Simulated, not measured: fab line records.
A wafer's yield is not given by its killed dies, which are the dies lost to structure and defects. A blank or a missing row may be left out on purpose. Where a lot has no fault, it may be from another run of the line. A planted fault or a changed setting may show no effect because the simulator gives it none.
Code-filled problem report in 8D (eight disciplines) form || flow gf180mcu || the parts of the form that need people (team, actions taken, sign-off) are left out

1. WHAT IS WRONG
Wafers without a fault read 93.06 W with a standard deviation of 0.063, while heater power total W at GF_V5_SOFTBAKE_10 averages 98.61 W across 2 wafers of 1 lot. That puts it +88 standard deviations away from the usual mean.
The step: time 60 s.
The first sign was on wafer L275.2 at day 30 23:00, on litho track-03. At this step, 39 wafers from 13 lots have a number in the record. Rule for "out" (also "out of limits"): further than 4 standard deviations from the usual mean. Any other wafer with a number is counted as sound.

2. WHAT IT IS, AND WHAT IT ISN'T
{"question": "which readings at this step", "is": "heater power total W, run length s", "is not": "resist line temp C"}
{"question": "which lots", "is": "L275", "is not": "L262, L263, L264, L265, L267, L268, L269, L270, L272, L281, L284, L285"}
{"question": "which wafers of those lots", "is": "L275.2, L275.3", "is not": "L275.6"}
{"question": "read on which tools", "is": "litho track-03", "is not": "litho track-01, litho track-02"}
{"question": "when", "is": "from day 30 23:00", "is not": "up to then (27 sound wafers); but 10 sound wafers of L275, L281, L284, L285 came after"}

3. SUSPECTS, AND WHAT RULES EACH OUT
Counting: if a tool at a process step up to the reading ran every lot that is out, it stays a suspect. Sound lots after the first of them don't rule it out here, since some wafers of a struck lot are sound.
- plasma asher-04 at GF_MIM_STRIP_20 (strips in O2/N2): kept. It ran the lot that is out, L275 (day 29 18:23); its last sound lot up to then is L272 (day 28 21:56).
- litho track-03 at GF_V5_SOFTBAKE_10 (time 60 s): kept. It ran the lot that is out, L275 (day 30 23:00); its last sound lot up to then is L272 (day 30 04:00). Out on those wafers are its own readings of heater power total W, run length s.
After counting, plasma asher-04 at GF_MIM_STRIP_20 and litho track-03 at GF_V5_SOFTBAKE_10 remain.

4. THE CAUSE (what the simulator had put in)
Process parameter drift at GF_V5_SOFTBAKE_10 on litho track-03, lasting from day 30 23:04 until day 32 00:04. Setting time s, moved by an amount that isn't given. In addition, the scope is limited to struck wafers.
This tool is one of the 2 suspects left after counting.

5. THE EFFECT CHAIN, in route order
Each row: a reading where the mean over the struck wafers with a number is more than 3 standard deviations away from the usual. Scope: only readings with a usual standard deviation given in the record; hours: median across lots of the time from each lot's start at the first step in this table that gives one to its start at this step; sigmas: change in usual standard deviations.
{"hours": 0, "step": "GF_V5_SOFTBAKE_10", "reading": "heater power total W", "usual": "93.06 W", "on struck wafers": 98.61, "change": "+5.55", "sigmas": "+88"}
{"hours": 0, "step": "GF_V5_SOFTBAKE_10", "reading": "run length s", "usual": "89.05 s", "on struck wafers": 78.89, "change": -10.16, "sigmas": -68}
It contains these process steps:
- GF_V5_SOFTBAKE_10: time 60 s.
Later steps that measure or inspect, where all struck wafers having a row at the step show a number for every such reading and not one has moved that far: GF_V5_OVL_MEAS_15.

6. WHAT WOULD HAVE CAUGHT IT SOONER
In this record the first reading out of limits was taken at day 30 23:00.
